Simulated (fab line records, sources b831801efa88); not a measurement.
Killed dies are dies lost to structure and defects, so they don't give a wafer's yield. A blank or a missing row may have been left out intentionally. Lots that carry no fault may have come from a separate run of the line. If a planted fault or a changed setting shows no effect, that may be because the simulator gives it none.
Which tool is to blame?    flow gf180mcu    14 lots, 42 wafers sampled, at 2 steps of a route of 602

## WHAT EACH GAUGE READ, for each wafer
GF_M5_OVL_MEAS_08.
lot   measured      on          M5_OVL (nm)
L370  day 26 08:20  overlay-02  -4 -2 -2
L371  day 26 20:59  overlay-02  -12 -10 -11
L372  day 26 23:14  overlay-01  2 3 1
L374  day 27 13:42  overlay-02  1 -3 -8
L376  day 28 08:14  overlay-02  1 3 -1
L378  day 28 21:58  overlay-01  8 7 4
L383  day 30 07:44  overlay-02  0 -11 -5
L387  day 31 16:49  overlay-02  3 -1 -2
L388  day 31 17:05  overlay-02  -3 3 1
L389  day 31 21:08  overlay-01  -3 -4 -4
L390  day 32 01:32  overlay-02  4 4 1
L391  day 32 09:56  overlay-01  -6 -9 -12
L392  day 32 15:41  overlay-01  -4 -6 -9
L393  day 32 21:40  overlay-01  -14 -10 -12

GF_V5_THK_MEAS_01.
lot   measured      on             V5_CVD_00_THK (nm)
L370  day 26 09:07  film-metro-03  305 303 304
L371  day 26 21:46  film-metro-03  306 310 307
L372  day 27 00:01  film-metro-01  306 301 305
L374  day 27 14:31  film-metro-03  301 297 302
L376  day 28 08:59  film-metro-02  302 292 296
L378  day 28 22:44  film-metro-03  303 302 304
L383  day 30 08:35  film-metro-02  291 292 300
L387  day 31 17:35  film-metro-03  291 295 290
L388  day 31 17:52  film-metro-03  299 299 299
L389  day 31 21:56  film-metro-02  303 294 293
L390  day 32 02:19  film-metro-01  301 307 302
L391  day 32 10:43  film-metro-02  294 293 302
L392  day 32 16:28  film-metro-02  305 297 291
L393  day 32 22:26  film-metro-01  290 297 302

## EACH LOT AND THE TOOL THAT RAN IT (in order: tool; ch and the chambers of the sampled wafers; start)
The record shows no process step preceding these readings.

## AS READ BY THE TOOLS THEMSELVES (means over the sampled wafers that have a number; for cases with no such wafer, the mark the record gives instead)
The record holds no such reading with a usual standard deviation.

## THE ANSWER, worked out from the rows above alone
Rule: the usual values come from the lots themselves. Put in order of their means at a reading, lots are off if they are a third of the lots or fewer, leave a main group of 4 or more, and stand apart from it by a gap of 3 or more times the standard deviation of the main group's means; of several such gaps the widest counts. A main group whose means are all the same, to the digits that the tables above print for the reading, isn't used. A lot without any number at a reading at which 4 lots or more have one is off too. Where the step has rows for the other lots, those lots are counted as sound. After the gauges, taken in route order, come the tools' own readings; for these a lot's mean is taken, as printed above. The first step at which some lot is off is used, and at that step the reading that is off furthest; a lot without a number counts as furthest.
No lot is off on any of the readings shown, so nothing can be concluded from this.

## WHAT THE SIMULATOR HAD INSERTED
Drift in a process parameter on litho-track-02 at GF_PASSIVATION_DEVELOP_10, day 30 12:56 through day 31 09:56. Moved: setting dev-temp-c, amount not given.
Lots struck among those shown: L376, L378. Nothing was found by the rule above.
